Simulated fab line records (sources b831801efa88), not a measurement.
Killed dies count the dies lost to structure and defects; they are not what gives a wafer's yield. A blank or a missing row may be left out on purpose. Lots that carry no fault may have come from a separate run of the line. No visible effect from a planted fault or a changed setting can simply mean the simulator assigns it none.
The tool behind it: which one? || flow sky130 || 13 lots, 39 wafers sampled, at 5 steps of a route of 708

== WHAT THE GAUGES READ, wafer by wafer ==
SKY_VT_ADJUST_NCORE_TW_MEAS_11.
{"lot": "L374", "measured": "day 8 10:58", "on": "filmMetro-03", "VT_ADJUST_NCORE_TW": "221.4 221.8 221.0"}
{"lot": "L376", "measured": "day 9 05:17", "on": "filmMetro-02", "VT_ADJUST_NCORE_TW": "218.1 217.0 218.4"}
{"lot": "L377", "measured": "day 9 10:44", "on": "filmMetro-03", "VT_ADJUST_NCORE_TW": "218.7 219.0 218.3"}
{"lot": "L383", "measured": "day 11 18:00", "on": "filmMetro-03", "VT_ADJUST_NCORE_TW": "220.2 219.6 219.3"}
{"lot": "L384", "measured": "day 12 06:04", "on": "filmMetro-02", "VT_ADJUST_NCORE_TW": "217.1 217.1 218.1"}
{"lot": "L386", "measured": "day 12 07:49", "on": "filmMetro-01", "VT_ADJUST_NCORE_TW": "189.2 189.3 188.8"}
{"lot": "L388", "measured": "day 13 01:49", "on": "filmMetro-01", "VT_ADJUST_NCORE_TW": "220.4 219.8 220.3"}
{"lot": "L387", "measured": "day 13 05:19", "on": "filmMetro-03", "VT_ADJUST_NCORE_TW": "187.7 186.6 187.8"}
{"lot": "L390", "measured": "day 13 18:12", "on": "filmMetro-02", "VT_ADJUST_NCORE_TW": "216.4 216.8 216.4"}
{"lot": "L392", "measured": "day 14 02:33", "on": "filmMetro-03", "VT_ADJUST_NCORE_TW": "217.7 219.3 218.5"}
{"lot": "L393", "measured": "day 14 05:06", "on": "filmMetro-03", "VT_ADJUST_NCORE_TW": "219.4 219.8 218.8"}
{"lot": "L396", "measured": "day 15 05:18", "on": "filmMetro-03", "VT_ADJUST_NCORE_TW": "221.1 220.4 219.9"}
{"lot": "L397", "measured": "day 15 05:36", "on": "filmMetro-02", "VT_ADJUST_NCORE_TW": "217.1 217.8 216.3"}

SKY_LDD_HVP_TW_MEAS_10.
{"lot": "L374", "measured": "day 21 08:18", "on": "filmMetro-04", "LDD_HVP_TW": "456 456 455"}
{"lot": "L376", "measured": "day 22 09:07", "on": "filmMetro-04", "LDD_HVP_TW": "458 457 459"}
{"lot": "L377", "measured": "day 22 14:08", "on": "filmMetro-04", "LDD_HVP_TW": "457 458 456"}
{"lot": "L383", "measured": "day 25 19:54", "on": "filmMetro-03", "LDD_HVP_TW": "458 458 459"}
{"lot": "L384", "measured": "day 26 04:50", "on": "filmMetro-04", "LDD_HVP_TW": "456 454 454"}
{"lot": "L386", "measured": "day 26 07:11", "on": "filmMetro-03", "LDD_HVP_TW": "458 458 459"}
{"lot": "L388", "measured": "day 26 23:37", "on": "filmMetro-04", "LDD_HVP_TW": "451 454 455"}
{"lot": "L387", "measured": "day 27 06:10", "on": "filmMetro-04", "LDD_HVP_TW": "456 457 455"}
{"lot": "L390", "measured": "day 27 19:10", "on": "filmMetro-02", "LDD_HVP_TW": "452 451 451"}
{"lot": "L392", "measured": "day 28 06:56", "on": "filmMetro-04", "LDD_HVP_TW": "457 458 456"}
{"lot": "L393", "measured": "day 28 08:56", "on": "filmMetro-02", "LDD_HVP_TW": "453 454 451"}
{"lot": "L396", "measured": "day 29 09:02", "on": "filmMetro-03", "LDD_HVP_TW": "466 463 461"}
{"lot": "L397", "measured": "day 29 11:41", "on": "filmMetro-03", "LDD_HVP_TW": "463 460 462"}

SKY_LDD_LDN_TW_MEAS_13.
{"lot": "L374", "measured": "day 22 14:56", "on": "filmMetro-03", "LDD_LDN_TW": "1494 1493 1493"}
{"lot": "L376", "measured": "day 23 15:40", "on": "filmMetro-02", "LDD_LDN_TW": "1466 1461 1464"}
{"lot": "L377", "measured": "day 23 20:19", "on": "filmMetro-02", "LDD_LDN_TW": "1474 1458 1467"}
{"lot": "L383", "measured": "day 27 01:46", "on": "filmMetro-02", "LDD_LDN_TW": "1472 1460 1469"}
{"lot": "L384", "measured": "day 27 10:17", "on": "filmMetro-01", "LDD_LDN_TW": "1475 1474 1468"}
{"lot": "L386", "measured": "day 27 12:52", "on": "filmMetro-02", "LDD_LDN_TW": "1464 1469 1464"}
{"lot": "L388", "measured": "day 28 04:52", "on": "filmMetro-02", "LDD_LDN_TW": "1475 1474 1470"}
{"lot": "L387", "measured": "day 28 11:10", "on": "filmMetro-01", "LDD_LDN_TW": "1478 1476 1480"}
{"lot": "L390", "measured": "day 29 00:41", "on": "filmMetro-01", "LDD_LDN_TW": "1491 1481 1471"}
{"lot": "L392", "measured": "day 29 10:58", "on": "filmMetro-02", "LDD_LDN_TW": "1468 1462 1471"}
{"lot": "L393", "measured": "day 29 12:29", "on": "filmMetro-01", "LDD_LDN_TW": "1487 1486 1485"}
{"lot": "L396", "measured": "day 30 13:39", "on": "filmMetro-02", "LDD_LDN_TW": "1469 1471 1459"}
{"lot": "L397", "measured": "day 30 16:08", "on": "filmMetro-02", "LDD_LDN_TW": "1469 1467 1466"}

SKY_SD_P_CD_MEAS_07: target cd 380 nm.
{"lot": "L374", "measured": "day 25 03:28", "on": "cdSem-02", "cdNm (nm)": "378.6 380.1 379.3"}
{"lot": "L376", "measured": "day 26 04:36", "on": "cdSem-01", "cdNm (nm)": "379.0 378.1 379.2"}
{"lot": "L377", "measured": "day 26 08:54", "on": "cdSem-01", "cdNm (nm)": "379.1 379.8 377.9"}
{"lot": "L383", "measured": "day 29 11:10", "on": "cdSem-02", "cdNm (nm)": "382.1 382.4 380.4"}
{"lot": "L384", "measured": "day 29 19:58", "on": "cdSem-02", "cdNm (nm)": "375.7 376.0 375.0"}
{"lot": "L386", "measured": "day 29 23:48", "on": "cdSem-01", "cdNm (nm)": "381.8 383.8 384.4"}
{"lot": "L388", "measured": "day 30 13:26", "on": "cdSem-01", "cdNm (nm)": "377.8 378.2 381.9"}
{"lot": "L387", "measured": "day 30 19:55", "on": "cdSem-01", "cdNm (nm)": "380.1 380.5 381.2"}
{"lot": "L390", "measured": "day 31 10:00", "on": "cdSem-01", "cdNm (nm)": "379.6 377.5 377.8"}
{"lot": "L392", "measured": "day 31 20:07", "on": "cdSem-01", "cdNm (nm)": "381.7 382.4 381.2"}
{"lot": "L393", "measured": "day 31 22:49", "on": "cdSem-02", "cdNm (nm)": "379.3 379.8 379.8"}
{"lot": "L396", "measured": "day 32 21:53", "on": "cdSem-02", "cdNm (nm)": "380.8 381.1 380.1"}
{"lot": "L397", "measured": "day 33 00:38", "on": "cdSem-01", "cdNm (nm)": "383.0 382.0 381.6"}

== WHAT TOOL EACH LOT RAN ON (gives the tool, then ch and the chambers of the sampled wafers, and finally the start) ==
{"lot": "L374", "SKY_VT_ADJUST_NCORE_IMPLANT_09": "implanter-01 ch 0, day 8 10:44"}
{"lot": "L376", "SKY_VT_ADJUST_NCORE_IMPLANT_09": "implanter-02 ch 0, day 9 05:02"}
{"lot": "L377", "SKY_VT_ADJUST_NCORE_IMPLANT_09": "implanter-03 ch 0, day 9 10:29"}
{"lot": "L383", "SKY_VT_ADJUST_NCORE_IMPLANT_09": "implanter-02 ch 0, day 11 17:48"}
{"lot": "L384", "SKY_VT_ADJUST_NCORE_IMPLANT_09": "implanter-02 ch 0, day 12 05:50"}
{"lot": "L386", "SKY_VT_ADJUST_NCORE_IMPLANT_09": "implanter-01 ch 0, day 12 07:34"}
{"lot": "L388", "SKY_VT_ADJUST_NCORE_IMPLANT_09": "implanter-02 ch 0, day 13 01:36"}
{"lot": "L387", "SKY_VT_ADJUST_NCORE_IMPLANT_09": "implanter-01 ch 0, day 13 05:04"}
{"lot": "L390", "SKY_VT_ADJUST_NCORE_IMPLANT_09": "implanter-02 ch 0, day 13 17:57"}
{"lot": "L392", "SKY_VT_ADJUST_NCORE_IMPLANT_09": "implanter-03 ch 0, day 14 02:21"}
{"lot": "L393", "SKY_VT_ADJUST_NCORE_IMPLANT_09": "implanter-02 ch 0, day 14 04:52"}
{"lot": "L396", "SKY_VT_ADJUST_NCORE_IMPLANT_09": "implanter-03 ch 0, day 15 05:03"}
{"lot": "L397", "SKY_VT_ADJUST_NCORE_IMPLANT_09": "implanter-02 ch 0, day 15 05:21"}
- SKY_VT_ADJUST_NCORE_IMPLANT_09

== AS READ BY THE TOOLS THEMSELVES (means over the sampled wafers that have a number; for cases with no such wafer, the mark the record gives instead) ==
SKY_VT_ADJUST_NCORE_IMPLANT_09.
{"lot": "L374", "tool": "implanter-01", "doseIonsCm2": 2.3991e+12, "endStationPressureTorr (Torr)": 5.14e-06, "faradayCurrentUA": 13.61}
{"lot": "L376", "tool": "implanter-02", "doseIonsCm2": 2.4010e+12, "endStationPressureTorr (Torr)": 5.18e-06, "faradayCurrentUA": 13.49}
{"lot": "L377", "tool": "implanter-03", "doseIonsCm2": 2.3965e+12, "endStationPressureTorr (Torr)": 5.17e-06, "faradayCurrentUA": 13.53}
{"lot": "L383", "tool": "implanter-02", "doseIonsCm2": 2.3993e+12, "endStationPressureTorr (Torr)": 5.02e-06, "faradayCurrentUA": 13.40}
{"lot": "L384", "tool": "implanter-02", "doseIonsCm2": 2.4001e+12, "endStationPressureTorr (Torr)": 4.99e-06, "faradayCurrentUA": 13.53}
{"lot": "L386", "tool": "implanter-01", "doseIonsCm2": 1.3854e+12, "endStationPressureTorr (Torr)": 5.23e-06, "faradayCurrentUA": 7.83}
{"lot": "L388", "tool": "implanter-02", "doseIonsCm2": 2.4004e+12, "endStationPressureTorr (Torr)": 5.12e-06, "faradayCurrentUA": 13.33}
{"lot": "L387", "tool": "implanter-01", "doseIonsCm2": 1.3823e+12, "endStationPressureTorr (Torr)": 4.96e-06, "faradayCurrentUA": 7.88}
{"lot": "L390", "tool": "implanter-02", "doseIonsCm2": 2.4000e+12, "endStationPressureTorr (Torr)": 5.13e-06, "faradayCurrentUA": 13.75}
{"lot": "L392", "tool": "implanter-03", "doseIonsCm2": 2.3986e+12, "endStationPressureTorr (Torr)": 4.75e-06, "faradayCurrentUA": 13.44}
{"lot": "L393", "tool": "implanter-02", "doseIonsCm2": 2.4015e+12, "endStationPressureTorr (Torr)": 4.90e-06, "faradayCurrentUA": 13.77}
{"lot": "L396", "tool": "implanter-03", "doseIonsCm2": 2.4000e+12, "endStationPressureTorr (Torr)": 4.89e-06, "faradayCurrentUA": 13.62}
{"lot": "L397", "tool": "implanter-02", "doseIonsCm2": 2.3991e+12, "endStationPressureTorr (Torr)": 5.13e-06, "faradayCurrentUA": 13.37}

== THE ANSWER, worked out from the rows above alone ==
Rule: the usual values come from the lots themselves. The widest of any qualifying gaps counts: lots, ordered by their means at a reading, are off when they make up no more than a third of the lots, leave a main group of 4 or more, and stand apart from it by 3 or more times the standard deviation of that group's means. A main group whose means are all the same, to the digits that the tables above print for the reading, isn't used. A lot without any number at a reading at which 4 lots or more have one is off too. All remaining lots with rows at the step are treated as sound. Order of review: gauges by route order, followed by the tools' own readings, for which a lot's mean as printed above is used. The first step at which some lot is off is used, and at that step the reading that is off furthest; a lot without a number counts as furthest.
Off: L386, L387, at SKY_VT_ADJUST_NCORE_TW_MEAS_11 (VT_ADJUST_NCORE_TW). For the main group the mean is 218.8 and the standard deviation 1.5.
If a tool, at a process step before that reading, ran all the lots that are off and no sound lot after the first of them, it fits. The gauges at SKY_VT_ADJUST_NCORE_TW_MEAS_11 aren't tried: what is off there is off at SKY_VT_ADJUST_NCORE_IMPLANT_09 too, on other tools, and a gauge's error can't cause that. One candidate fits, namely implanter-01 at SKY_VT_ADJUST_NCORE_IMPLANT_09. Its last sound lot is L374 (day 8 10:44), its first lot that is off L386 (day 12 07:34): a fault that began between those two fits.
The tool's own readings at SKY_VT_ADJUST_NCORE_IMPLANT_09 bear it out: on the lots that are off they differ by more than 5 times the standard deviation of the sound lots' means. doseIonsCm2 reads 1.3838e+12 there against 2.3996e+12 on the sound lots; faradayCurrentUA reads 7.86 there against 13.53 on the sound lots.

== WHAT WAS PUT IN BY THE SIMULATOR ==
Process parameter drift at SKY_VT_ADJUST_NCORE_IMPLANT_09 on implanter-01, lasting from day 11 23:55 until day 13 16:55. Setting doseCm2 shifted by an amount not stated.
Shown lots that were struck: L386, L387. The rule given above showed the same thing.
